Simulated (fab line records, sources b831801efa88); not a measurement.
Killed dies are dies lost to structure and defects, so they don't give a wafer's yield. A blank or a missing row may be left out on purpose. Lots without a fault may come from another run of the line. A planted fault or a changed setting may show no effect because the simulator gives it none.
Which tool did it? | flow gf180mcu | 15 lots, 45 wafers sampled, at 6 steps of a route of 602

WHAT THE GAUGES READ, wafer by wafer
GF_M3_RS_MEAS_05: measures by four-point-probe.
lot  | measured     | on            | M3_ALCU_RS (ohm/sq)
L107 | day 20 14:07 | film_metro-01 | 0.0699 0.0705 0.0690
L109 | day 21 07:31 | film_metro-02 | 0.0694 0.0699 0.0692
L115 | day 23 16:02 | film_metro-04 | 0.0689 0.0684 0.0687
L116 | day 24 02:19 | film_metro-02 | 0.0695 0.0704 0.0706
L117 | day 24 09:55 | film_metro-04 | 0.0700 0.0693 0.0704
L120 | day 25 08:04 | film_metro-02 | 0.0709 0.0734 0.0708
L121 | day 25 23:46 | film_metro-02 | 0.0697 0.0721 0.0694
L122 | day 26 04:17 | film_metro-04 | 0.0681 0.0701 0.0688
L123 | day 26 09:20 | film_metro-02 | 0.0713 0.0689 0.0685
L124 | day 26 11:40 | film_metro-04 | 0.0693 0.0704 0.0710
L125 | day 26 21:41 | film_metro-04 | 0.0684 0.0694 0.0689
L126 | day 27 11:44 | film_metro-04 | 0.0687 0.0703 0.0712
L127 | day 27 13:50 | film_metro-04 | 0.0696 0.0682 0.0700
L128 | day 28 13:58 | film_metro-04 | 0.0682 0.0691 0.0689
L129 | day 28 16:39 | film_metro-02 | 0.0695 0.0697 0.0692

GF_V3_RS_MEAS_24: measures by four-point-probe.
lot  | measured     | on            | V3_W_RS (ohm/sq)
L107 | day 22 16:19 | film_metro-04 | 0.322 0.335 0.322
L109 | day 23 08:32 | film_metro-04 | 0.337 0.337 0.333
L115 | day 25 13:42 | film_metro-04 | 43.706 44.818 43.371
L116 | day 26 00:08 | film_metro-02 | 42.574 43.552 42.227
L117 | day 26 07:07 | film_metro-04 | 43.021 43.998 44.420
L120 | day 27 04:35 | film_metro-02 | 0.318 0.318 0.330
L121 | day 28 12:56 | film_metro-04 | 0.325 0.328 0.326
L122 | day 28 15:02 | film_metro-02 | 0.322 0.326 0.319
L123 | day 28 17:45 | film_metro-03 | 0.317 0.316 0.316
L124 | day 28 17:48 | film_metro-02 | 0.324 0.325 0.323
L125 | day 28 23:03 | film_metro-03 | 0.325 0.327 0.326
L126 | day 29 05:11 | film_metro-02 | 0.328 0.326 0.326
L127 | day 29 10:11 | film_metro-02 | 0.332 0.324 0.333
L128 | day 29 19:11 | film_metro-02 | 0.329 0.327 0.320
L129 | day 30 00:41 | film_metro-03 | 0.331 0.320 0.322

GF_V3_THK_MEAS_25: measures by xrf.
lot  | measured     | on            | V3_W_THK (nm)
L107 | day 22 16:25 | film_metro-04 | 339 328 341
L109 | day 23 08:39 | film_metro-04 | 321 322 324
L115 | day 25 13:49 | film_metro-04 | - - -
L116 | day 26 00:15 | film_metro-02 | <0 <0 <0
L117 | day 26 07:14 | film_metro-04 | <0 - <0
L120 | day 27 04:41 | film_metro-02 | 347 347 335
L121 | day 28 13:04 | film_metro-04 | 338 333 335
L122 | day 28 15:08 | film_metro-02 | 340 335 343
L123 | day 28 17:52 | film_metro-03 | 343 342 342
L124 | day 28 17:55 | film_metro-02 | 337 336 338
L125 | day 28 23:10 | film_metro-03 | 331 331 332
L126 | day 29 05:18 | film_metro-02 | 335 339 337
L127 | day 29 10:18 | film_metro-02 | 331 340 329
L128 | day 29 19:17 | film_metro-02 | 332 336 342
L129 | day 30 00:48 | film_metro-03 | 327 336 336

WHICH TOOL RAN EACH LOT (tool, then ch and the chambers of the sampled wafers, then the start)
lot  | GF_M3_SPUTTER_00             | GF_M3_SPUTTER_01             | GF_V3_CVD_23
L107 | pvd_sputter-02, day 20 13:51 | pvd_sputter-02, day 20 13:57 | cvd_w-01 ch 0,1, day 22 16:12
L109 | pvd_sputter-04, day 21 07:18 | pvd_sputter-04, day 21 07:24 | cvd_w-01 ch 1, day 23 08:25
L115 | pvd_sputter-03, day 23 15:48 | pvd_sputter-03, day 23 15:54 | cvd_w-02 ch 0,1, day 25 13:34
L116 | pvd_sputter-04, day 24 02:06 | pvd_sputter-04, day 24 02:12 | cvd_w-02 ch 0,1, day 26 00:01
L117 | pvd_sputter-04, day 24 09:41 | pvd_sputter-04, day 24 09:47 | cvd_w-02 ch 0,1, day 26 06:59
L120 | pvd_sputter-03, day 25 07:49 | pvd_sputter-03, day 25 07:55 | cvd_w-01 ch 0,1, day 27 04:29
L121 | pvd_sputter-03, day 25 23:31 | pvd_sputter-03, day 25 23:37 | cvd_w-02 ch 0,1, day 28 12:50
L122 | pvd_sputter-03, day 26 04:03 | pvd_sputter-03, day 26 04:09 | cvd_w-01 ch 0, day 28 14:54
L123 | pvd_sputter-03, day 26 09:07 | pvd_sputter-03, day 26 09:13 | cvd_w-01 ch 0, day 28 17:37
L124 | pvd_sputter-02, day 26 11:26 | pvd_sputter-02, day 26 11:32 | cvd_w-02 ch 0,1, day 28 17:41
L125 | pvd_sputter-02, day 26 21:27 | pvd_sputter-02, day 26 21:33 | cvd_w-02 ch 0,1, day 28 22:55
L126 | pvd_sputter-03, day 27 11:31 | pvd_sputter-03, day 27 11:37 | cvd_w-02 ch 0, day 29 05:04
L127 | pvd_sputter-04, day 27 13:36 | pvd_sputter-04, day 27 13:42 | cvd_w-01 ch 0,1, day 29 10:04
L128 | pvd_sputter-04, day 28 13:43 | pvd_sputter-04, day 28 13:49 | cvd_w-01 ch 0,1, day 29 19:03
L129 | pvd_sputter-04, day 28 16:26 | pvd_sputter-04, day 28 16:32 | cvd_w-01 ch 0,1, day 30 00:34
- GF_M3_SPUTTER_00: material Ti, target thk 37.5 nm, time 150 s.
- GF_M3_SPUTTER_01: material TiN, target thk 30 nm, time 25 s.
- GF_V3_CVD_23: deposits W, target thk 350 nm, time 104.9 s.

WHAT THE TOOLS THEMSELVES READ (means of the sampled wafers that have a number; where no wafer has one, the mark that the record gives instead)
GF_M3_SPUTTER_00.
lot  | tool           | throttle_valve_pct (%)
L107 | pvd_sputter-02 | 30.5
L109 | pvd_sputter-04 | 30.8
L115 | pvd_sputter-03 | 30.6
L116 | pvd_sputter-04 | 30.2
L117 | pvd_sputter-04 | 29.7
L120 | pvd_sputter-03 | 30.6
L121 | pvd_sputter-03 | 31.1
L122 | pvd_sputter-03 | 30.8
L123 | pvd_sputter-03 | 30.5
L124 | pvd_sputter-02 | 30.7
L125 | pvd_sputter-02 | 30.3
L126 | pvd_sputter-03 | 30.9
L127 | pvd_sputter-04 | 30.1
L128 | pvd_sputter-04 | 29.6
L129 | pvd_sputter-04 | 29.7

GF_M3_SPUTTER_01.
lot  | tool           | throttle_valve_pct (%)
L107 | pvd_sputter-02 | 30.4
L109 | pvd_sputter-04 | 30.8
L115 | pvd_sputter-03 | 30.8
L116 | pvd_sputter-04 | 30.1
L117 | pvd_sputter-04 | 29.7
L120 | pvd_sputter-03 | 30.5
L121 | pvd_sputter-03 | 31.1
L122 | pvd_sputter-03 | 30.8
L123 | pvd_sputter-03 | 30.5
L124 | pvd_sputter-02 | 30.8
L125 | pvd_sputter-02 | 30.7
L126 | pvd_sputter-03 | 30.9
L127 | pvd_sputter-04 | 30.1
L128 | pvd_sputter-04 | 29.6
L129 | pvd_sputter-04 | 29.7

GF_V3_CVD_23.
lot  | tool     | chamber_pressure_Torr (Torr) | heater_power_outer_w (W) | heater_power_w (W)
L107 | cvd_w-01 | 39.94                        | 451                      | 774
L109 | cvd_w-01 | 40.00                        | 441                      | 779
L115 | cvd_w-02 | -                            | -                        | -
L116 | cvd_w-02 | -                            | -                        | -
L117 | cvd_w-02 | -                            | -                        | -
L120 | cvd_w-01 | 39.97                        | 456                      | 772
L121 | cvd_w-02 | 40.07                        | 465                      | 726
L122 | cvd_w-01 | 40.09                        | 465                      | 769
L123 | cvd_w-01 | 40.01                        | 462                      | 777
L124 | cvd_w-02 | 39.98                        | 495                      | 787
L125 | cvd_w-02 | 39.94                        | 485                      | 785
L126 | cvd_w-02 | 40.00                        | 515                      | 825
L127 | cvd_w-01 | 40.13                        | 454                      | 781
L128 | cvd_w-01 | 39.98                        | 443                      | 784
L129 | cvd_w-01 | 40.02                        | 454                      | 784

THE ANSWER, worked out from the rows above alone
Rule: what is usual is taken from the lots themselves. Put in order of their means at a reading, lots are off if they are a third of the lots or fewer, leave a main group of 4 or more, and stand apart from it by a gap of 3 or more times the standard deviation of the main group's means; of several such gaps the widest counts. A main group whose means are all the same, to the digits that the tables above print for the reading, isn't used. A lot without any number at a reading at which 4 lots or more have one is off too. The other lots that the step has rows for count as sound. The gauges are gone through in route order, then the tools' own readings, and for those a lot's mean is taken as printed above. The first step at which some lot is off is used, and at that step the reading that is off furthest; a lot without a number counts as furthest.
Off: L115, L116, L117, at GF_V3_RS_MEAS_24 (V3_W_RS). The main group: mean 0.325 ohm/sq, standard deviation 0.0044.
A tool fits if, at a process step before that reading, it ran every lot that is off, and no sound lot after the first of them. The gauges at GF_V3_RS_MEAS_24 aren't tried: what is off there is off at GF_V3_CVD_23 too, on other tools, and a gauge's error can't cause that. None of those tried fits.

WHAT THE SIMULATOR HAD PUT IN
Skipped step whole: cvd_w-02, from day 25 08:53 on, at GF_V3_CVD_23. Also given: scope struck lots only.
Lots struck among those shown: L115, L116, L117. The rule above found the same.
